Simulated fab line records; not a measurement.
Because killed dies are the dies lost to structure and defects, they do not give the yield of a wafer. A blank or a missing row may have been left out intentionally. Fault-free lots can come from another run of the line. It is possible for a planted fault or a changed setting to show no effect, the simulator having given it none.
2 desks, one fault    flow gf180mcu    each desk has only its own numbers; what lay behind them comes last

THE METROLOGY DESK
What the gauges read, lot by lot, whatever tool the lot ran on: means of the sampled wafers that have a number. A lot is out of limits, marked OUT, if its mean lies more than 4 standard deviations from the usual mean; the brackets give that distance.
Columns: A = V5_W_RS at GF_V5_RS_MEAS_24, usual 0.326 ohm/sq; B = V5_W_THK at GF_V5_THK_MEAS_25, usual 350 nm
lot   first seen here  A      B
L868  day 27 13:25     0.324  348
L875  day 29 16:28     0.330  349
L878  day 30 13:10     0.330  342
L879  day 31 03:20     0.324  352
L880  day 31 11:34     0.326  356
L887  day 32 22:44     0.329  345
Result from this desk: across the 6 lots, nothing is out of limits.

THE TOOL OWNER'S DESK: pvdSputter-04
The tool's own readings at GF_TOP_METAL_SPUTTER_03 (material Ti, target thk 5 nm, time 3.3 s): means of the sampled wafers that have a number, for each lot that ran on this tool. A lot is out of limits, marked OUT, if its mean lies more than 4 standard deviations from the usual mean; the brackets give that distance.
Columns: A = cathodeDcPowerW at GF_TOP_METAL_SPUTTER_03, usual 3000.0 W; B = throttleValvePct at GF_TOP_METAL_SPUTTER_03, usual 29.7 %
lot   first seen here  A                 B
L868  day 27 14:04     3000.1            28.6
L878  day 30 14:03     3043.3 (+79) OUT  29.2
L879  day 31 03:58     3043.2 (+79) OUT  29.1
Finding of this desk: L878, L879 out of limits; the first was L878 at day 30 14:03, on cathodeDcPowerW at GF_TOP_METAL_SPUTTER_03. L868 stayed within limits.

BROUGHT TOGETHER
At day 30 14:03, on L878, L879, the tool owner's desk was in a position to raise an alarm.
Nothing out of limits was seen by the metrology desk.
The metrology desk holds a record of L878, L879, inside its limits.
All the named lots went through GF_TOP_METAL_SPUTTER_03 on pvdSputter-04.

WHAT THE SIMULATOR HAD PUT IN
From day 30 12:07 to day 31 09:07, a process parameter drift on pvdSputter-04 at GF_TOP_METAL_SPUTTER_03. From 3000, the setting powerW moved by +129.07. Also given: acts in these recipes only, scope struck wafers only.
Struck lots among those shown: L878, L879.
Each desk's first reading out of limits, in hours after the fault started: the tool owner's desk, 2.
